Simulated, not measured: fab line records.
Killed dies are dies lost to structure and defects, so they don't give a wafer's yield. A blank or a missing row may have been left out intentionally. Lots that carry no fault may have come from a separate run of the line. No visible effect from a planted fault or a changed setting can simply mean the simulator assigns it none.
The tool behind it: which one? / flow gf180mcu / 72 wafers from 24 lots sampled at 5 of the route's 602 steps

WHAT EACH GAUGE READ, for each wafer
GF_VT_IMPLANT_OVL_MEAS_40. Usual: for VT_IMPLANT_03_OVL the level is 0.4 nm and the standard deviation is 1.4.
lot=L074; measured=day 7 13:14; on=overlay-01; VT_IMPLANT_03_OVL (nm)=2.1 0.4 0.3; flag=
lot=L075; measured=day 7 19:33; on=overlay-01; VT_IMPLANT_03_OVL (nm)=2.1 -1.5 1.0; flag=
lot=L076; measured=day 8 01:55; on=overlay-02; VT_IMPLANT_03_OVL (nm)=-0.2 -0.5 -0.3; flag=
lot=L077; measured=day 8 12:25; on=overlay-01; VT_IMPLANT_03_OVL (nm)=-1.1 -0.5 -1.9; flag=
lot=L078; measured=day 8 14:50; on=overlay-01; VT_IMPLANT_03_OVL (nm)=1.5 1.6 0.4; flag=
lot=L079; measured=day 8 23:26; on=overlay-01; VT_IMPLANT_03_OVL (nm)=0.3 -0.1 0.4; flag=
lot=L080; measured=day 9 05:32; on=overlay-01; VT_IMPLANT_03_OVL (nm)=3.3 1.0 1.8; flag=
lot=L081; measured=day 9 08:51; on=overlay-02; VT_IMPLANT_03_OVL (nm)=-0.8 -3.7 -1.7; flag=
lot=L082; measured=day 9 20:10; on=overlay-01; VT_IMPLANT_03_OVL (nm)=-1.0 -0.6 -1.1; flag=
lot=L083; measured=day 9 23:54; on=overlay-01; VT_IMPLANT_03_OVL (nm)=-1.5 0.0 -0.8; flag=
lot=L084; measured=day 10 06:02; on=overlay-01; VT_IMPLANT_03_OVL (nm)=-0.2 1.3 1.8; flag=
lot=L085; measured=day 10 13:46; on=overlay-02; VT_IMPLANT_03_OVL (nm)=2.5 2.1 1.7; flag=
lot=L086; measured=day 10 22:50; on=overlay-02; VT_IMPLANT_03_OVL (nm)=0.2 1.5 0.6; flag=
lot=L087; measured=day 11 02:12; on=overlay-02; VT_IMPLANT_03_OVL (nm)=-0.2 -0.5 0.6; flag=
lot=L088; measured=day 11 08:27; on=overlay-02; VT_IMPLANT_03_OVL (nm)=-1.4 -1.5 -0.9; flag=
lot=L089; measured=day 11 16:28; on=overlay-01; VT_IMPLANT_03_OVL (nm)=0.2 2.4 -0.1; flag=
lot=L090; measured=day 12 03:31; on=overlay-02; VT_IMPLANT_03_OVL (nm)=-1.4 -0.5 -2.1; flag=
lot=L091; measured=day 12 08:18; on=overlay-01; VT_IMPLANT_03_OVL (nm)=0.8 0.7 0.1; flag=
lot=L092; measured=day 12 10:58; on=overlay-02; VT_IMPLANT_03_OVL (nm)=3.4 1.2 1.7; flag=
lot=L093; measured=day 12 18:49; on=overlay-01; VT_IMPLANT_03_OVL (nm)=0.5 -2.8 -1.3; flag=
lot=L094; measured=day 13 08:14; on=overlay-02; VT_IMPLANT_03_OVL (nm)=-0.3 1.2 -1.6; flag=
lot=L095; measured=day 13 10:29; on=overlay-02; VT_IMPLANT_03_OVL (nm)=2.7 2.6 0.7; flag=
lot=L096; measured=day 13 17:28; on=overlay-02; VT_IMPLANT_03_OVL (nm)=0.2 1.2 3.4; flag=
lot=L097; measured=day 13 23:22; on=overlay-01; VT_IMPLANT_03_OVL (nm)=0.4 2.1 1.0; flag=

GF_DUAL_GATE_THK_MEAS_03. Usual: for DUAL_GATE_OXIDATION_00_THK the level is 11.05 nm and the standard deviation is 0.2.
lot=L074; measured=day 7 15:52; on=film-metro-04; DUAL_GATE_OXIDATION_00_THK (nm)=11.01 11.34 11.36; flag=
lot=L075; measured=day 7 22:11; on=film-metro-02; DUAL_GATE_OXIDATION_00_THK (nm)=11.24 10.95 11.12; flag=
lot=L076; measured=day 8 05:27; on=film-metro-02; DUAL_GATE_OXIDATION_00_THK (nm)=11.23 11.35 11.45; flag=
lot=L077; measured=day 8 15:14; on=film-metro-04; DUAL_GATE_OXIDATION_00_THK (nm)=11.22 11.26 11.19; flag=
lot=L078; measured=day 8 17:38; on=film-metro-04; DUAL_GATE_OXIDATION_00_THK (nm)=10.79 10.62 10.86; flag=
lot=L079; measured=day 9 02:03; on=film-metro-03; DUAL_GATE_OXIDATION_00_THK (nm)=10.74 10.75 10.78; flag=
lot=L080; measured=day 9 09:03; on=film-metro-03; DUAL_GATE_OXIDATION_00_THK (nm)=10.81 10.80 10.87; flag=
lot=L081; measured=day 9 13:07; on=film-metro-02; DUAL_GATE_OXIDATION_00_THK (nm)=11.06 11.39 11.18; flag=
lot=L082; measured=day 9 22:46; on=film-metro-03; DUAL_GATE_OXIDATION_00_THK (nm)=11.18 11.02 11.26; flag=
lot=L083; measured=day 10 02:30; on=film-metro-04; DUAL_GATE_OXIDATION_00_THK (nm)=11.05 10.81 10.74; flag=
lot=L084; measured=day 10 09:31; on=film-metro-04; DUAL_GATE_OXIDATION_00_THK (nm)=11.02 10.84 10.75; flag=
lot=L085; measured=day 10 16:43; on=film-metro-03; DUAL_GATE_OXIDATION_00_THK (nm)=11.14 10.99 10.94; flag=
lot=L086; measured=day 11 01:26; on=film-metro-03; DUAL_GATE_OXIDATION_00_THK (nm)=11.39 11.51 11.29; flag=
lot=L087; measured=day 11 04:49; on=film-metro-03; DUAL_GATE_OXIDATION_00_THK (nm)=11.12 11.07 11.05; flag=
lot=L088; measured=day 11 11:03; on=film-metro-04; DUAL_GATE_OXIDATION_00_THK (nm)=11.23 11.16 11.11; flag=
lot=L089; measured=day 11 21:17; on=film-metro-04; DUAL_GATE_OXIDATION_00_THK (nm)=11.23 11.20 11.01; flag=
lot=L090; measured=day 12 06:07; on=film-metro-03; DUAL_GATE_OXIDATION_00_THK (nm)=10.82 11.06 10.94; flag=
lot=L091; measured=day 12 10:54; on=film-metro-04; DUAL_GATE_OXIDATION_00_THK (nm)=11.11 11.20 11.05; flag=
lot=L092; measured=day 12 14:01; on=film-metro-02; DUAL_GATE_OXIDATION_00_THK (nm)=11.13 11.13 11.02; flag=
lot=L093; measured=day 12 21:25; on=film-metro-03; DUAL_GATE_OXIDATION_00_THK (nm)=10.87 11.04 10.75; flag=
lot=L094; measured=day 13 11:28; on=film-metro-03; DUAL_GATE_OXIDATION_00_THK (nm)=10.94 10.92 10.91; flag=
lot=L095; measured=day 13 13:17; on=film-metro-04; DUAL_GATE_OXIDATION_00_THK (nm)=11.22 11.39 11.12; flag=
lot=L096; measured=day 13 20:37; on=film-metro-03; DUAL_GATE_OXIDATION_00_THK (nm)=11.04 11.11 11.10; flag=
lot=L097; measured=day 14 02:25; on=film-metro-03; DUAL_GATE_OXIDATION_00_THK (nm)=10.93 10.72 10.79; flag=

GF_POLY_GATE_CD_MEAS_10: target cd 280 nm. Usual: cd-nm at 279.8 nm, with a standard deviation of 1.2.
lot=L074; measured=day 9 05:55; on=cd-sem-02; cd-nm (nm)=278.5 279.3 279.5; flag=
lot=L075; measured=day 9 09:29; on=cd-sem-01; cd-nm (nm)=280.6 278.8 280.0; flag=
lot=L076; measured=day 9 16:29; on=cd-sem-01; cd-nm (nm)=280.6 279.2 280.7; flag=
lot=L077; measured=day 10 04:02; on=cd-sem-01; cd-nm (nm)=279.2 278.5 278.2; flag=
lot=L078; measured=day 10 09:17; on=cd-sem-02; cd-nm (nm)=279.6 279.0 279.1; flag=
lot=L079; measured=day 10 15:36; on=cd-sem-02; cd-nm (nm)=278.1 279.4 279.7; flag=
lot=L080; measured=day 10 23:47; on=cd-sem-01; cd-nm (nm)=278.0 278.7 278.4; flag=
lot=L081; measured=day 11 04:20; on=cd-sem-02; cd-nm (nm)=278.0 278.7 278.0; flag=
lot=L082; measured=day 11 15:15; on=cd-sem-01; cd-nm (nm)=279.2 281.4 279.6; flag=
lot=L083; measured=day 11 19:47; on=cd-sem-02; cd-nm (nm)=281.7 281.3 280.3; flag=
lot=L084; measured=day 12 01:22; on=cd-sem-01; cd-nm (nm)=278.6 279.6 278.6; flag=
lot=L085; measured=day 12 11:13; on=cd-sem-01; cd-nm (nm)=278.8 281.3 281.3; flag=
lot=L086; measured=day 12 21:23; on=cd-sem-02; cd-nm (nm)=279.9 279.6 279.2; flag=
lot=L087; measured=day 12 22:19; on=cd-sem-01; cd-nm (nm)=280.2 280.5 280.1; flag=
lot=L088; measured=day 13 04:25; on=cd-sem-02; cd-nm (nm)=281.2 281.5 280.4; flag=
lot=L089; measured=day 13 16:40; on=cd-sem-02; cd-nm (nm)=280.2 279.5 280.0; flag=
lot=L090; measured=day 14 00:40; on=cd-sem-01; cd-nm (nm)=279.9 279.8 279.8; flag=
lot=L091; measured=day 14 06:13; on=cd-sem-02; cd-nm (nm)=278.7 280.8 279.5; flag=
lot=L092; measured=day 14 09:20; on=cd-sem-02; cd-nm (nm)=282.1 280.4 281.8; flag=
lot=L093; measured=day 14 18:34; on=cd-sem-02; cd-nm (nm)=278.8 278.3 279.3; flag=
lot=L094; measured=day 15 09:36; on=cd-sem-01; cd-nm (nm)=279.4 279.3 280.8; flag=
lot=L095; measured=day 15 11:10; on=cd-sem-01; cd-nm (nm)=280.8 279.4 280.6; flag=
lot=L096; measured=day 15 18:17; on=cd-sem-02; cd-nm (nm)=280.5 281.0 279.1; flag=
lot=L097; measured=day 15 23:31; on=cd-sem-01; cd-nm (nm)=282.5 282.7 282.0; flag=

GF_HV_LDD_CD_MEAS_46: target cd 400 nm. Usual: cd-nm at 400.3 nm, with a standard deviation of 2.
lot=L074; measured=day 12 08:25; on=cd-sem-02; cd-nm (nm)=401.0 398.0 398.7; flag=
lot=L075; measured=day 12 12:59; on=cd-sem-02; cd-nm (nm)=401.9 401.7 401.3; flag=
lot=L076; measured=day 12 21:43; on=cd-sem-02; cd-nm (nm)=399.6 401.4 400.8; flag=
lot=L077; measured=day 13 11:54; on=cd-sem-02; cd-nm (nm)=402.9 400.4 405.1; flag=
lot=L078; measured=day 13 16:21; on=cd-sem-01; cd-nm (nm)=403.8 402.9 404.1; flag=
lot=L079; measured=day 13 23:39; on=cd-sem-01; cd-nm (nm)=398.6 397.8 396.9; flag=
lot=L080; measured=day 14 10:56; on=cd-sem-02; cd-nm (nm)=400.7 399.5 400.7; flag=
lot=L081; measured=day 14 14:09; on=cd-sem-01; cd-nm (nm)=400.4 399.2 399.9; flag=
lot=L082; measured=day 15 03:41; on=cd-sem-02; cd-nm (nm)=399.8 399.1 400.9; flag=
lot=L083; measured=day 15 10:29; on=cd-sem-02; cd-nm (nm)=399.0 399.8 399.5; flag=
lot=L084; measured=day 15 15:41; on=cd-sem-01; cd-nm (nm)=397.1 399.1 398.6; flag=
lot=L085; measured=day 16 02:50; on=cd-sem-01; cd-nm (nm)=399.3 402.8 399.6; flag=
lot=L086; measured=day 16 13:06; on=cd-sem-02; cd-nm (nm)=398.3 396.4 398.4; flag=
lot=L087; measured=day 16 14:23; on=cd-sem-02; cd-nm (nm)=398.3 397.1 398.5; flag=
lot=L088; measured=day 16 21:30; on=cd-sem-01; cd-nm (nm)=398.6 398.6 400.1; flag=
lot=L089; measured=day 17 09:43; on=cd-sem-01; cd-nm (nm)=399.1 397.1 397.5; flag=
lot=L090; measured=day 17 20:24; on=cd-sem-02; cd-nm (nm)=400.8 401.1 399.5; flag=
lot=L091; measured=day 18 01:27; on=cd-sem-01; cd-nm (nm)=402.8 400.3 401.9; flag=
lot=L092; measured=day 18 05:16; on=cd-sem-01; cd-nm (nm)=401.1 400.5 400.0; flag=
lot=L093; measured=day 18 14:59; on=cd-sem-02; cd-nm (nm)=398.8 397.7 396.0; flag=
lot=L094; measured=day 19 09:16; on=cd-sem-02; cd-nm (nm)=400.8 401.1 399.7; flag=
lot=L095; measured=day 19 10:18; on=cd-sem-01; cd-nm (nm)=401.3 402.3 402.2; flag=
lot=L096; measured=day 19 17:45; on=cd-sem-01; cd-nm (nm)=402.5 400.4 402.6; flag=
lot=L097; measured=day 19 23:22; on=cd-sem-02; cd-nm (nm)=403.3 403.6 402.2; flag=

TOOL THAT RAN EACH LOT (tool first, then ch and the chambers of the sampled wafers, then the start)
lot=L074; GF_HV_LDD_STRIP_22=plasma-asher-03 ch 0,1, day 10 19:24
lot=L075; GF_HV_LDD_STRIP_22=plasma-asher-02 ch 0,1, day 10 22:59
lot=L076; GF_HV_LDD_STRIP_22=plasma-asher-03 ch 0,1, day 11 07:24
lot=L077; GF_HV_LDD_STRIP_22=plasma-asher-04 ch 0,1, day 11 19:47
lot=L078; GF_HV_LDD_STRIP_22=plasma-asher-02 ch 0,1, day 12 00:48
lot=L079; GF_HV_LDD_STRIP_22=plasma-asher-03 ch 0,1, day 12 07:14
lot=L080; GF_HV_LDD_STRIP_22=plasma-asher-04 ch 0,1, day 12 17:41
lot=L081; GF_HV_LDD_STRIP_22=plasma-asher-03 ch 0,1, day 12 21:00
lot=L082; GF_HV_LDD_STRIP_22=plasma-asher-04 ch 0,1, day 13 09:38
lot=L083; GF_HV_LDD_STRIP_22=plasma-asher-04 ch 0,1, day 13 15:18
lot=L084; GF_HV_LDD_STRIP_22=plasma-asher-02 ch 0, day 13 20:29
lot=L085; GF_HV_LDD_STRIP_22=plasma-asher-04 ch 0,1, day 14 06:11
lot=L086; GF_HV_LDD_STRIP_22=plasma-asher-03 ch 0,1, day 14 16:27
lot=L087; GF_HV_LDD_STRIP_22=plasma-asher-02 ch 0,1, day 14 17:44
lot=L088; GF_HV_LDD_STRIP_22=plasma-asher-03 ch 0,1, day 15 00:54
lot=L089; GF_HV_LDD_STRIP_22=plasma-asher-02 ch 0,1, day 15 12:44
lot=L090; GF_HV_LDD_STRIP_22=plasma-asher-03 ch 1, day 15 21:45
lot=L091; GF_HV_LDD_STRIP_22=plasma-asher-03 ch 0,1, day 16 03:24
lot=L092; GF_HV_LDD_STRIP_22=plasma-asher-04 ch 0,1, day 16 06:32
lot=L093; GF_HV_LDD_STRIP_22=plasma-asher-03 ch 0,1, day 16 16:51
lot=L094; GF_HV_LDD_STRIP_22=plasma-asher-02 ch 0,1, day 17 09:36
lot=L095; GF_HV_LDD_STRIP_22=plasma-asher-03 ch 0,1, day 17 10:30
lot=L096; GF_HV_LDD_STRIP_22=plasma-asher-03 ch 0,1, day 17 17:53
lot=L097; GF_HV_LDD_STRIP_22=plasma-asher-03 ch 0,1, day 17 22:59
- GF_HV_LDD_STRIP_22: strips in O2/N2.

WHAT THE TOOLS THEMSELVES READ (means of the sampled wafers that have a number; where no wafer has one, the mark that the record gives instead)
GF_HV_LDD_STRIP_22. Usual: drypump-motor-current-A 5.6 A, standard deviation 0.52; heater-power-w 320 W, standard deviation 20; oes-product-au 0.715 a.u., standard deviation 0.0046; strip-time-to-endpoint-s 12.64 s, standard deviation 0.032.
lot=L074; tool=plasma-asher-03; drypump-motor-current-A (A)=5.3; heater-power-w (W)=311; oes-product-au (a.u.)=0.712; strip-time-to-endpoint-s (s)=12.61; flag=
lot=L075; tool=plasma-asher-02; drypump-motor-current-A (A)=6.4; heater-power-w (W)=294; oes-product-au (a.u.)=0.713; strip-time-to-endpoint-s (s)=12.64; flag=
lot=L076; tool=plasma-asher-03; drypump-motor-current-A (A)=5.3; heater-power-w (W)=319; oes-product-au (a.u.)=0.708; strip-time-to-endpoint-s (s)=12.59; flag=
lot=L077; tool=plasma-asher-04; drypump-motor-current-A (A)=5.7; heater-power-w (W)=351; oes-product-au (a.u.)=0.712; strip-time-to-endpoint-s (s)=12.66; flag=
lot=L078; tool=plasma-asher-02; drypump-motor-current-A (A)=6.4; heater-power-w (W)=297; oes-product-au (a.u.)=0.709; strip-time-to-endpoint-s (s)=12.62; flag=
lot=L079; tool=plasma-asher-03; drypump-motor-current-A (A)=5.3; heater-power-w (W)=311; oes-product-au (a.u.)=0.717; strip-time-to-endpoint-s (s)=12.63; flag=
lot=L080; tool=plasma-asher-04; drypump-motor-current-A (A)=5.6; heater-power-w (W)=348; oes-product-au (a.u.)=0.717; strip-time-to-endpoint-s (s)=12.65; flag=
lot=L081; tool=plasma-asher-03; drypump-motor-current-A (A)=5.3; heater-power-w (W)=316; oes-product-au (a.u.)=0.718; strip-time-to-endpoint-s (s)=12.62; flag=
lot=L082; tool=plasma-asher-04; drypump-motor-current-A (A)=5.6; heater-power-w (W)=349; oes-product-au (a.u.)=0.714; strip-time-to-endpoint-s (s)=12.61; flag=
lot=L083; tool=plasma-asher-04; drypump-motor-current-A (A)=5.2; heater-power-w (W)=355; oes-product-au (a.u.)=0.716; strip-time-to-endpoint-s (s)=12.69; flag=
lot=L084; tool=plasma-asher-02; drypump-motor-current-A (A)=6.5; heater-power-w (W)=297; oes-product-au (a.u.)=0.714; strip-time-to-endpoint-s (s)=12.66; flag=
lot=L085; tool=plasma-asher-04; drypump-motor-current-A (A)=5.2; heater-power-w (W)=350; oes-product-au (a.u.)=0.711; strip-time-to-endpoint-s (s)=12.69; flag=
lot=L086; tool=plasma-asher-03; drypump-motor-current-A (A)=5.3; heater-power-w (W)=318; oes-product-au (a.u.)=0.714; strip-time-to-endpoint-s (s)=12.65; flag=
lot=L087; tool=plasma-asher-02; drypump-motor-current-A (A)=6.2; heater-power-w (W)=299; oes-product-au (a.u.)=0.712; strip-time-to-endpoint-s (s)=12.61; flag=
lot=L088; tool=plasma-asher-03; drypump-motor-current-A (A)=5.3; heater-power-w (W)=314; oes-product-au (a.u.)=0.714; strip-time-to-endpoint-s (s)=12.64; flag=
lot=L089; tool=plasma-asher-02; drypump-motor-current-A (A)=6.2; heater-power-w (W)=300; oes-product-au (a.u.)=0.716; strip-time-to-endpoint-s (s)=12.61; flag=
lot=L090; tool=plasma-asher-03; drypump-motor-current-A (A)=5.4; heater-power-w (W)=314; oes-product-au (a.u.)=0.713; strip-time-to-endpoint-s (s)=12.63; flag=
lot=L091; tool=plasma-asher-03; drypump-motor-current-A (A)=5.4; heater-power-w (W)=315; oes-product-au (a.u.)=0.721; strip-time-to-endpoint-s (s)=12.64; flag=
lot=L092; tool=plasma-asher-04; drypump-motor-current-A (A)=5.2; heater-power-w (W)=352; oes-product-au (a.u.)=0.713; strip-time-to-endpoint-s (s)=12.64; flag=
lot=L093; tool=plasma-asher-03; drypump-motor-current-A (A)=5.3; heater-power-w (W)=309; oes-product-au (a.u.)=0.720; strip-time-to-endpoint-s (s)=12.59; flag=
lot=L094; tool=plasma-asher-02; drypump-motor-current-A (A)=6.2; heater-power-w (W)=300; oes-product-au (a.u.)=0.711; strip-time-to-endpoint-s (s)=12.65; flag=
lot=L095; tool=plasma-asher-03; drypump-motor-current-A (A)=5.3; heater-power-w (W)=317; oes-product-au (a.u.)=0.718; strip-time-to-endpoint-s (s)=12.67; flag=
lot=L096; tool=plasma-asher-03; drypump-motor-current-A (A)=5.3; heater-power-w (W)=313; oes-product-au (a.u.)=0.719; strip-time-to-endpoint-s (s)=12.66; flag=
lot=L097; tool=plasma-asher-03; drypump-motor-current-A (A)=5.3; heater-power-w (W)=314; oes-product-au (a.u.)=0.720; strip-time-to-endpoint-s (s)=12.65; flag=

THE ANSWER, worked out from the rows above alone
Rule: a lot counts as off when the mean over its wafers that have a number is more than 3 standard deviations away from the usual mean. A lot without any number at a reading at which 4 lots or more have one is off too. All remaining lots with rows at the step are treated as sound. First the gauges in route order, then the tools' own readings, where a lot's mean is used as printed above. The first step at which some lot is off is used, and at that step the reading that is off furthest; a lot without a number counts as furthest.
No lot is off at any reading shown: from this, nothing can be told.

WHAT THE SIMULATOR PUT IN
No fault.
